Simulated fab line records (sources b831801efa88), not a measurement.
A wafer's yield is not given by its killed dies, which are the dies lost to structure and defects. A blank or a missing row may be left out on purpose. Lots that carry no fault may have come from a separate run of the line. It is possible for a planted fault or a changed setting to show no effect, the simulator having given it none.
fab line records | flow sky130
[record] lots = 11 wafers = 33 last-day = 50
route steps=708 shown METAL1@436 VIA1@478 METAL2@487 PAD_OPEN@708
lots with no fault: from the same line, run without faults
start-h: hours from the record's first day to the start of the lot's first wafer shown | wait-h: hours elapsed since this lot's preceding step | " repeats the value in the row above | L1.1+2: several wafers, shown together as one row | - value missing, or start not given | * or withheld: withheld | < > ~ a bound
route shown NAME@n: NAME is a module with steps in the file, n the number in the route of the first one | usual: the fault-free wafers' mean and standard deviation | same: alike in all rows | chamber/n: place in a boat | sites: per-site readings | _std_site: their standard deviation | _edge_site: mean of outer sites minus mean of inner sites | radius-mm: for every site, how far away it sits from the centre of the wafer | mask NAME#n: copy n | behind: the tool/chamber that last shaped the wafer | hold: what put the lot on hold/how long, in hours/how the hold closed | device: names the non-switching transistor (n, p or np) | end of line: at the end of the route, the tests of the same wafers | a step with no rows: only its recipe | killed: the dies lost at the first sort to structure and to defects; this is not the yield of the wafer | map: per-die view of a wafer (x killed, . not killed, _ where there is no die)
set.NAME: the setting that was run; set.NAME@STEP: the one run at that earlier step | model.NAME: the simulator's own value behind a step, which no gauge read
route steps across a sampled set of lots; one table per step, one row per wafer
services: when a tool's chamber went out of use (start-h, in hours from the record's first day, below 0 if earlier), for how many hours, and the reason
[[steps]]
[step SKY_METAL1_SPUTTER_02]
[recipe] material = AlCu target-thk-nm = 250 power-w = 10600 time-s = 13.3 chamber-pressure-pa = 0.4
[usual] cathode-dc-power-W = 10600/1.8 throttle-valve-pct = 30.1/0.72
// columns lot.wafer tool chamber start-h wait-h cathode-dc-power-W throttle-valve-pct
L945.3 pvd-sputter-02 - 739.78 0.0 10600 30.0
L945.5 " - " " 10596 29.9
L945.6 " - " " 10602 31.0
L946.1 pvd-sputter-04 - 759.05 0.0 10598 30.2
L946.2 " - " " 10601 31.1
L946.6 " - " " 10600 30.1
L951.1 pvd-sputter-02 - 796.55 0.0 10602 30.6
L951.4 " - " " 10600 28.5
L951.5 " - " " 10603 29.8
L950.1 pvd-sputter-04 - 796.85 0.0 10598 28.8
L950.3 " - " " 10602 29.5
L950.6 " - " " 10599 28.7
L949.2 pvd-sputter-02 - 797.75 0.0 10599 30.7
L949.3 " - " " 10597 29.8
L949.5 " - " " 10600 30.0
L956.1 pvd-sputter-02 - 827.12 0.0 10602 28.5
L956.4 " - " " 10599 29.9
L956.6 " - " " 10600 29.8
L957.1 pvd-sputter-03 - 835.92 0.0 10600 30.8
L957.3 " - " " 10598 30.2
L957.6 " - " " 10600 30.8
L958.3 pvd-sputter-02 - 839.39 0.0 10598 29.8
L958.5 " - " " 10600 30.8
L958.6 " - " " 10600 30.2
L962.1 pvd-sputter-03 - 874.05 0.0 10600 30.7
L962.3 " - " " 10599 30.0
L962.4 " - " " 10600 30.8
L965.1 pvd-sputter-02 - 887.91 0.0 10599 29.8
L965.5 " - " " 10597 28.7
L965.6 " - " " 10600 30.8
L967.1 pvd-sputter-02 - 903.51 0.0 10600 29.8
L967.4 " - " " 10599 30.6
L967.5 " - " " 10598 29.9
[step SKY_METAL1_RS_MEAS_05]
[recipe] thk-meas-gauge = four-point-probe reads = TiN_of_METAL1_SPUTTER_04+Ti_of_METAL1_SPUTTER_03+AlCu_of_METAL1_SPUTTER_02+TiN_of_METAL1_SPUTTER_01+Ti_of_METAL1_SPUTTER_00
[usual] METAL1_ALCU_RS = 0.1263/0.0012
// columns lot.wafer tool chamber start-h wait-h METAL1_ALCU_RS[ohm/sq]
L945.3 film-metro-04 - 739.91 0.1 0.1258
L945.5 " - " " 0.1268
L945.6 " - " " 0.1270
L946.1 film-metro-02 - 759.14 0.0 0.1281
L946.2 " - " " 0.1274
L946.6 " - " " 0.1267
L951.1 film-metro-03 - 796.64 0.0 0.1251
L951.4 " - " " 0.1257
L951.5 " - " " 0.1246
L950.1 film-metro-03 - 796.94 0.0 0.1252
L950.3 " - " " 0.1277
L950.6 " - " " 0.1260
L949.2 film-metro-04 - 797.86 0.0 0.1265
L949.3 " - " " 0.1259
L949.5 " - " " 0.1255
L956.1 film-metro-02 - 827.22 0.0 0.1277
L956.4 " - " " 0.1261
L956.6 " - " " 0.1246
L957.1 film-metro-04 - 836.01 0.0 0.1242
L957.3 " - " " 0.1247
L957.6 " - " " 0.1237
L958.3 film-metro-04 - 839.52 0.1 0.1262
L958.5 " - " " 0.1260
L958.6 " - " " 0.1265
L962.1 film-metro-04 - 874.14 0.0 0.1257
L962.3 " - " " 0.1269
L962.4 " - " " 0.1262
L965.1 film-metro-02 - 888.00 0.0 0.1241
L965.5 " - " " 0.1252
L965.6 " - " " 0.1249
L967.1 film-metro-04 - 903.60 0.0 0.1262
L967.4 " - " " 0.1288
L967.5 " - " " 0.1274
[step SKY_VIA1_SPUTTER_20]
[recipe] material = TiN target-thk-nm = 20 chamber-pressure-pa = 5 power-w = 4000 time-s = 80
[usual] cathode-dc-power-W = 4000.0/0.79 throttle-valve-pct = 30.2/0.69
// columns lot.wafer tool chamber start-h wait-h cathode-dc-power-W throttle-valve-pct
L945.3 pvd-sputter-04 - 796.11 0.0 3999.8 30.4
L945.5 " - " " 4000.5 29.6
L945.6 " - " " 3999.4 30.2
L946.1 pvd-sputter-03 - 814.83 0.0 3999.6 30.8
L946.2 " - " " 3999.4 30.5
L946.6 " - " " 3999.7 30.7
L951.1 pvd-sputter-01 - 852.33 0.0 3999.3 31.0
L951.4 " - " " 4000.9 29.7
L951.5 " - " " 4000.3 28.9
L950.1 pvd-sputter-03 - 852.46 0.0 4000.6 30.8
L950.3 " - " " 4000.4 29.9
L950.6 " - " " 4001.0 30.9
L949.2 pvd-sputter-04 - 853.82 0.0 3999.1 28.8
L949.3 " - " " 3999.8 31.1
L949.5 " - " " 3999.6 29.7
L956.1 pvd-sputter-03 - 881.94 0.0 4000.2 30.7
L956.4 " - " " 4001.5 30.6
L956.6 " - " " 4000.2 30.7
L957.1 pvd-sputter-04 - 889.53 0.0 4000.8 29.5
L957.3 " - " " 4001.2 28.8
L957.6 " - " " 3999.9 31.1
L958.3 pvd-sputter-03 - 893.54 0.0 3999.2 30.4
L958.5 " - " " 4001.0 30.6
L958.6 " - " " 4000.6 30.9
L962.1 pvd-sputter-04 - 927.30 0.0 4001.3 29.6
L962.3 " - " " 4001.2 29.9
L962.4 " - " " 3997.8 31.1
L965.1 pvd-sputter-01 - 939.83 0.0 3999.9 29.3
L965.5 " - " " 4001.2 30.7
L965.6 " - " " 4000.5 29.1
L967.1 pvd-sputter-03 - 955.31 0.0 3999.5 30.5
L967.4 " - " " 3999.4 30.5
L967.5 " - " " 4000.4 30.3
[step SKY_METAL2_SPUTTER_04]
[recipe] material = TiN target-thk-nm = 70 power-w = 6500 time-s = 58.3 chamber-pressure-pa = 0.4
[usual] cathode-dc-power-W = 6500.1/1 throttle-valve-pct = 29.9/0.78
// columns lot.wafer tool chamber start-h wait-h cathode-dc-power-W throttle-valve-pct
L945.3 pvd-sputter-01 - 797.19 0.0 6500.7 29.6
L945.5 " - " " 6502.5 28.9
L945.6 " - " " 6500.2 31.1
L946.1 pvd-sputter-01 - 815.77 0.0 6500.7 30.6
L946.2 " - " " 6502.4 31.1
L946.6 " - " " 6501.1 30.5
L951.1 pvd-sputter-01 - 853.06 0.0 6500.5 29.0
L951.4 " - " " 6498.2 31.1
L951.5 " - " " 6500.0 30.6
L950.1 pvd-sputter-04 - 853.36 0.0 6499.5 29.5
L950.3 " - " " 6501.2 30.4
L950.6 " - " " 6501.9 30.4
L949.2 pvd-sputter-02 - 854.78 0.0 6502.3 30.6
L949.3 " - " " 6500.9 30.0
L949.5 " - " " 6499.3 30.4
L956.1 pvd-sputter-01 - 882.67 0.0 6498.7 31.1
L956.4 " - " " 6500.0 30.5
L956.6 " - " " 6498.3 31.3
L957.1 pvd-sputter-01 - 890.25 0.0 6500.2 28.9
L957.3 " - " " 6500.5 30.7
L957.6 " - " " 6498.4 30.5
L958.3 pvd-sputter-02 - 894.26 0.0 6501.2 28.8
L958.5 " - " " 6500.1 28.8
L958.6 " - " " 6499.6 29.4
L962.1 pvd-sputter-02 - 928.03 0.0 6501.7 30.3
L962.3 " - " " 6500.8 30.9
L962.4 " - " " 6499.8 29.9
L965.1 pvd-sputter-02 - 940.55 0.0 6498.6 30.1
L965.5 " - " " 6500.0 29.7
L965.6 " - " " 6498.7 30.6
L967.1 pvd-sputter-02 - 956.03 0.0 6499.9 29.7
L967.4 " - " " 6501.1 29.8
L967.5 " - " " 6499.0 30.2
[step SKY_METAL2_METAL_ETCH_19]
[recipe] target-depth-a = 3600 stop-on = SiO2 over-etch-frac = 0.3 time-s = 78 chemistry = Cl2/BCl3 resist-sidewall-deg = 88 pressure-mtorr = 10 icp-w = 900 bias-w = 48.5 Cl2_flow_sccm = 60 bcl3-flow-sccm = 30
[usual] drypump-motor-current-A = 6.0/0.35 he-backside-leak-sccm = 3.4/0.39 oes-product-au = 0.854/0.0053 throttle-valve-pct = 22.266/0.0092
// columns lot.wafer tool chamber start-h wait-h drypump-motor-current-A he-backside-leak-sccm oes-product-au rf-hours-counter-h throttle-valve-pct
L945.3 rie-metal-01 1 824.59 0.1 6.0 3.5 0.851 - 22.264
L945.5 " 1 " " 6.0 3.5 0.847 - 22.262
L945.6 " 1 " " 6.0 3.3 0.847 - 22.265
L946.1 rie-metal-01 1 842.95 0.0 6.0 3.3 0.857 8 22.246
L946.2 " 0 " " 6.2 3.6 0.861 0 22.265
L946.6 " 0 " " 6.2 3.7 0.856 - 22.270
L951.1 rie-metal-01 1 879.14 0.0 6.0 3.7 0.852 9 22.273
L951.4 " 0 " " 6.2 3.6 0.848 - 22.253
L951.5 " 0 " " 6.2 3.5 0.861 - 22.269
L950.1 rie-metal-04 1 879.25 0.0 6.3 3.1 0.858 5 22.264
L950.3 " 0 " " 5.4 3.6 0.858 - 22.269
L950.6 " 1 " " 6.3 3.3 0.861 - 22.267
L949.2 rie-metal-02 1 881.27 0.1 6.0 3.2 0.856 - 22.264
L949.3 " 1 " " 6.0 3.0 0.857 - 22.271
L949.5 " 1 " " 5.9 2.9 0.850 - 22.268
L956.1 rie-metal-01 0 907.74 0.0 6.2 3.4 0.852 3 22.255
L956.4 " 0 " " 6.2 3.7 0.850 - 22.261
L956.6 " 1 " " 6.0 6.7 0.853 - 22.274
L957.1 rie-metal-04 1 915.65 0.0 6.3 3.2 0.832 7 22.249
L957.3 " 1 " " 6.3 3.1 0.861 - 22.272
L957.6 " 0 " " 5.4 3.4 0.855 - 22.273
L958.3 rie-metal-01 0 919.15 0.1 6.2 3.4 0.847 - 22.267
L958.5 " 0 " " 6.2 3.5 0.847 - 22.248
L958.6 " 0 " " 6.2 3.5 0.852 - 22.268
L962.1 rie-metal-01 0 952.40 0.0 6.2 3.5 0.855 6 22.271
L962.3 " 1 " " 6.0 3.5 0.863 - 22.256
L962.4 " 0 " " 6.2 3.6 0.854 - 22.258
L965.1 rie-metal-04 1 964.39 0.0 6.4 3.3 0.849 9 22.267
L965.5 " 1 " " 6.3 3.2 0.850 - 22.258
L965.6 " 0 " " 5.4 3.5 0.859 - 22.275
L967.1 rie-metal-04 1 980.34 0.0 6.3 3.1 0.851 10 22.270
L967.4 " 1 " " 6.4 3.1 0.856 - 22.266
L967.5 " 0 " " 5.4 3.6 0.851 - 22.270
[step SKY_PAD_OPEN_PROBE_99]
[usual] defect-limited-yield = 82.2/1.9 killed_at_M0_to_M3 = 43/6.5 killed_at_M4_up = 3.5/1.9 killed-at-contacts = 24/5.4 killed-at-front-end = 16/4.8 killed-at-other = 0.4/0.64 killed-dies = 87/9.4 killed-on-rim = 18/4.1 killed-open = 47/7 killed-short = 40/6.3 sort_bin_3_pad_short = 0.9/0.4 sort_bin_5_function = 10.5/1.4 sort_bin_6_memory = 6.3/1.1 sort-n-pass = 405/9.4 sort-yield-pct = 82.2/1.9
[same] gross-dies = 492 killed-at-back-side = 0 sort_bin_4_leakage[%] = 0 sort_bin_8_speed[%] = 0
// columns lot.wafer tool chamber start-h wait-h defect-limited-yield[%] killed_at_M0_to_M3 killed_at_M4_up killed-at-contacts killed-at-front-end killed-at-other killed-dies killed-on-rim killed-open killed-short sort_bin_3_pad_short[%] sort_bin_5_function[%] sort_bin_6_memory[%] sort-n-pass sort-yield-pct[%]
L956.1 prober-02 - 1144.61 0.1 85.0 38 4 20 11 1 74 17 44 29 0.6 8.3 6.1 418 85.0
L956.4 prober-02 - 1144.76 0.2 87.6 35 0 17 8 1 61 11 33 27 0.8 7.7 3.9 431 87.6
L956.6 prober-02 - 1144.86 0.2 84.8 43 6 18 8 0 75 18 45 30 0.4 9.3 5.5 417 84.8
L958.3 prober-02 - 1150.76 0.2 84.6 32 2 21 21 0 76 16 45 31 1.2 8.1 6.1 416 84.6
L958.5 prober-02 - 1150.86 0.2 79.1 51 6 25 21 0 103 26 60 43 0.8 11.4 8.7 389 79.1
L958.6 prober-02 - 1150.91 0.2 83.1 50 2 16 15 0 83 16 49 34 1.0 11.0 4.9 409 83.1
L962.4 prober-02 - 1174.74 0.2 81.9 42 2 25 20 0 89 22 46 41 2.0 9.1 6.9 403 81.9
// killed by level:class
L956.1 VIA1:geometric-particle:open=13 CONTACT:geometric-particle:open=9 VIA3:geometric-particle:open=6 METAL1:geometric-particle:short=5 CONTACT:geometric-particle:short=5 POLY_GATE:geometric-particle:open=4 POLY_GATE:geometric-particle:short=4 LI_CONTACT:geometric-particle:open=4
L956.4 CONTACT:geometric-particle:open=7 VIA3:geometric-particle:open=7 LI_CONTACT:geometric-particle:open=5 VIA1:geometric-particle:open=5 VIA2:geometric-particle:open=5 METAL3:geometric-particle:short=4 METAL2:geometric-particle:short=4 FIELD_ISO:geometric-particle:short=3
L956.6 LI_CONTACT:geometric-particle:open=10 VIA1:geometric-particle:open=10 VIA2:geometric-particle:open=6 METAL3:geometric-particle:short=5 VIA3:geometric-particle:open=5 POLY_GATE:geometric-particle:short=3 CONTACT:geometric-particle:open=3 METAL1:geometric-particle:short=3
L958.3 VIA1:geometric-particle:open=10 LI_CONTACT:geometric-particle:open=9 FIELD_ISO:geometric-particle:short=7 CONTACT:geometric-particle:open=7 VIA2:geometric-particle:open=7 FIELD_ISO:geometric-particle:open=6 SPACER:geometric-particle:short=4 VIA1:geometric-particle:short=4
L958.5 VIA1:geometric-particle:open=14 LI_CONTACT:geometric-particle:open=9 VIA2:geometric-particle:open=8 VIA3:geometric-particle:open=8 FIELD_ISO:geometric-particle:open=7 VIA1:geometric-particle:short=7 CONTACT:geometric-particle:open=6 LOCAL_INTERCONNECT:geometric-particle:short=5
L958.6 VIA1:geometric-particle:open=15 VIA1:geometric-particle:short=8 VIA2:geometric-particle:open=7 FIELD_ISO:geometric-particle:open=5 LI_CONTACT:geometric-particle:open=5 VIA3:geometric-particle:open=5 METAL1:geometric-particle:short=4 VIA2:geometric-particle:short=4
L962.4 VIA1:geometric-particle:open=13 CONTACT:geometric-particle:open=11 CONTACT:geometric-particle:short=7 VIA3:geometric-particle:open=7 FIELD_ISO:geometric-particle:open=6 POLY_GATE:geometric-particle:short=5 METAL1:geometric-particle:short=5 FIELD_ISO:geometric-particle:short=4
[[services]]
// columns tool chamber start-h hours kind
rie-metal-04 1 725.15 - clean
rie-metal-04 1 725.15 18.0 scheduled-down
rie-metal-04 1 725.15 18.0 vent-cycle
pvd-sputter-04 - 732.53 12.1 repair
pvd-sputter-03 - 736.49 4.8 repair
rie-metal-04 0 789.78 - clean
rie-metal-01 0 790.74 - clean
rie-metal-01 0 790.74 36.2 scheduled-down
rie-metal-01 0 790.74 36.2 vent-cycle
pvd-sputter-04 - 808.60 3.7 repair
pvd-sputter-02 - 814.32 2.1 repair
pvd-sputter-01 - 818.68 1.0 repair
rie-metal-02 0 828.38 16.2 repair
rie-metal-02 0 858.57 7.4 repair
pvd-sputter-02 - 870.27 2.4 repair
pvd-sputter-04 - 872.23 7.8 repair
pvd-sputter-04 - 879.08 1.4 repair
rie-metal-04 1 886.63 3.6 repair
rie-metal-04 - 895.03 2.8 pm
rie-metal-01 1 916.12 7.5 repair
pvd-sputter-04 - 933.97 2.4 repair
pvd-sputter-03 - 943.03 1.7 repair
rie-metal-02 1 969.27 1.8 repair
rie-metal-01 0 975.50 15.0 repair
[[key]]
[first-sign] step = SKY_METAL2_METAL_ETCH_19 reading = oes-product-au direction = down sigmas = 4.2 usual = 0.854 struck = 0.832
effect none on later readings
met-at SKY_METAL2_SPUTTER_04
struck-lots L957
struck-wafers L957.1
not-acting-at SKY_METAL1_SPUTTER_02,SKY_METAL1_RS_MEAS_05,SKY_VIA1_SPUTTER_20
onset-between 853.06 890.25
[fault] kind = site-profile-drift tool = pvd-sputter-01 chamber = - onset-h = 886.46 steps = SKY_METAL2_SPUTTER_04 basis = fraction max-abs-drift = 0.3613 slope-share-per-hr = 80.288 site-pattern = 0,0,0,0,0,-1,-1,-1,-1 scope = struck-wafers-only
